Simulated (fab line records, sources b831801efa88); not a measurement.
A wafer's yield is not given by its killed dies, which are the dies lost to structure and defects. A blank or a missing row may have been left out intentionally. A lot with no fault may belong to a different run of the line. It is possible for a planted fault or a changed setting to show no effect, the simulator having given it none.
A sampling plan put to the test || flow gf180mcu || 9 faults told of in these records, all on one fab line, each judged by the records of the lots it struck
What counts as the plan is the set of the line's own looks, namely the steps on the route at which a gauge or an inspection reads a wafer and does not change it. Where struck wafers have a number at a look and the file lists that look's usual mean and standard deviation on fault-free wafers, the look can be judged. Caught: at a look after the fault's first step, the mean of the struck wafers lies 4 or more of those standard deviations (sigma) from the usual mean. On the tool: here the same test is run on the tool's own readings at the fault's steps. A different recipe on the struck wafers counts as caught too, as does a record blank only for those wafers.

== THE FAULTS, as the simulator had put them in ==
1. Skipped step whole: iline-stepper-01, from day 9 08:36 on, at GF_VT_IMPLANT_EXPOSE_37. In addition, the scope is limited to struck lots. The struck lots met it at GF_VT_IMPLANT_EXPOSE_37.
2. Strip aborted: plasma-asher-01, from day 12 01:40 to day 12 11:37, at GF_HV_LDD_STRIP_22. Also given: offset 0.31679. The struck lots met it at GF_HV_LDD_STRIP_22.
3. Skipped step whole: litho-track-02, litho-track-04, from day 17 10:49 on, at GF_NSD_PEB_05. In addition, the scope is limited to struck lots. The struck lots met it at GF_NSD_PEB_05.
4. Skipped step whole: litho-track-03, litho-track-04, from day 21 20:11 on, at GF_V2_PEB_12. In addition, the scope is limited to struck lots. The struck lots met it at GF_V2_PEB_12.
5. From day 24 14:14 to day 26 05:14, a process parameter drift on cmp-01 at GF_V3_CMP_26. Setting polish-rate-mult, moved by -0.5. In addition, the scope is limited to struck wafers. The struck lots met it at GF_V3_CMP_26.
6. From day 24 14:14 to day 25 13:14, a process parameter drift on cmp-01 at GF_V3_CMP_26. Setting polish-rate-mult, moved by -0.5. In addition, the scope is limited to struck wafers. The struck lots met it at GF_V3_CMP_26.
7. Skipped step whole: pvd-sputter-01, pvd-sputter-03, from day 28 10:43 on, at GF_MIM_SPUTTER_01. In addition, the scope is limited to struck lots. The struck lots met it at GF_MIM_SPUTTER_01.
8. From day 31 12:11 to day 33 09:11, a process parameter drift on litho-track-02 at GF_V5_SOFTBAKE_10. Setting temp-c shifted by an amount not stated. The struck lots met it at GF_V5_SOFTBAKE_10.
9. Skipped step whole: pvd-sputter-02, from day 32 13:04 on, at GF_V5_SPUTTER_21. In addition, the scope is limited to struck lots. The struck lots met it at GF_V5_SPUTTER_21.

== WHAT THE PLAN SAW ==
{"fault": 1, "on the tool itself": "no reading that can be judged", "first look that catches it": "no look after it can be judged", "reading, sigma": "-", "median hours from its first step to that look": "-", "hours from the fault's start to the first struck lot there": "-", "judged looks passed uncaught": 0}
{"fault": 2, "on the tool itself": "oes-product-au +48 sigma", "first look that catches it": "none of the 2 looks that can be judged after it", "reading, sigma": "-", "median hours from its first step to that look": "-", "hours from the fault's start to the first struck lot there": "-", "judged looks passed uncaught": 2}
{"fault": 3, "on the tool itself": "no reading that can be judged", "first look that catches it": "no look after it can be judged", "reading, sigma": "-", "median hours from its first step to that look": "-", "hours from the fault's start to the first struck lot there": "-", "judged looks passed uncaught": 0}
{"fault": 4, "on the tool itself": "the tool's record is blank for the struck wafers", "first look that catches it": "no look after it can be judged", "reading, sigma": "-", "median hours from its first step to that look": "-", "hours from the fault's start to the first struck lot there": "-", "judged looks passed uncaught": 0}
{"fault": 5, "on the tool itself": "overpolish-run-s -99 or beyond sigma", "first look that catches it": "no look after it can be judged", "reading, sigma": "-", "median hours from its first step to that look": "-", "hours from the fault's start to the first struck lot there": "-", "judged looks passed uncaught": 0}
{"fault": 6, "on the tool itself": "overpolish-run-s -99 or beyond sigma", "first look that catches it": "no look after it can be judged", "reading, sigma": "-", "median hours from its first step to that look": "-", "hours from the fault's start to the first struck lot there": "-", "judged looks passed uncaught": 0}
{"fault": 7, "on the tool itself": "the tool's record is blank for the struck wafers", "first look that catches it": "no look after it can be judged", "reading, sigma": "-", "median hours from its first step to that look": "-", "hours from the fault's start to the first struck lot there": "-", "judged looks passed uncaught": 0}
{"fault": 8, "on the tool itself": "heater-power-total-W +97 sigma", "first look that catches it": "GF_V5_CD_MEAS_14", "reading, sigma": "cd-nm +14", "median hours from its first step to that look": 9.0, "hours from the fault's start to the first struck lot there": 11, "judged looks passed uncaught": 0}
{"fault": 9, "on the tool itself": "the tool's record is blank for the struck wafers", "first look that catches it": "no look after it can be judged", "reading, sigma": "-", "median hours from its first step to that look": "-", "hours from the fault's start to the first struck lot there": "-", "judged looks passed uncaught": 0}
A dash: this means the fault isn't caught or the number doesn't appear in these records.

Caught at a look: 1 of 9. Caught on the tool: 7 of 9. By one or the other: 7 of 9.
On the tool alone, faults 2, 4, 5, 6, 7, 9 were caught.
Caught by neither: faults 1, 3.

== THINNER SAMPLING ==
If the look that catches a fault measured only every second or every third lot, by lot number, the first struck lot would be measured this late in the worst case:
{"fault": 8, "struck lots at that look, in order of time": "L451, L453, L456", "every lot": "11 h", "every second lot": "41 h", "every third lot": "may miss all 3"}
Hours: fault start to first struck lot measured. 4 sigma limit: tested on the pooled struck wafers, so a lone lot may be under it. Other struck lots may not be in these records.

== THE LONGEST TIMED WAY FROM STEP TO LOOK ==
In fault 8, a median of 9.0 hours elapses between GF_V5_SOFTBAKE_10 and GF_V5_CD_MEAS_14. No look between them can be judged.
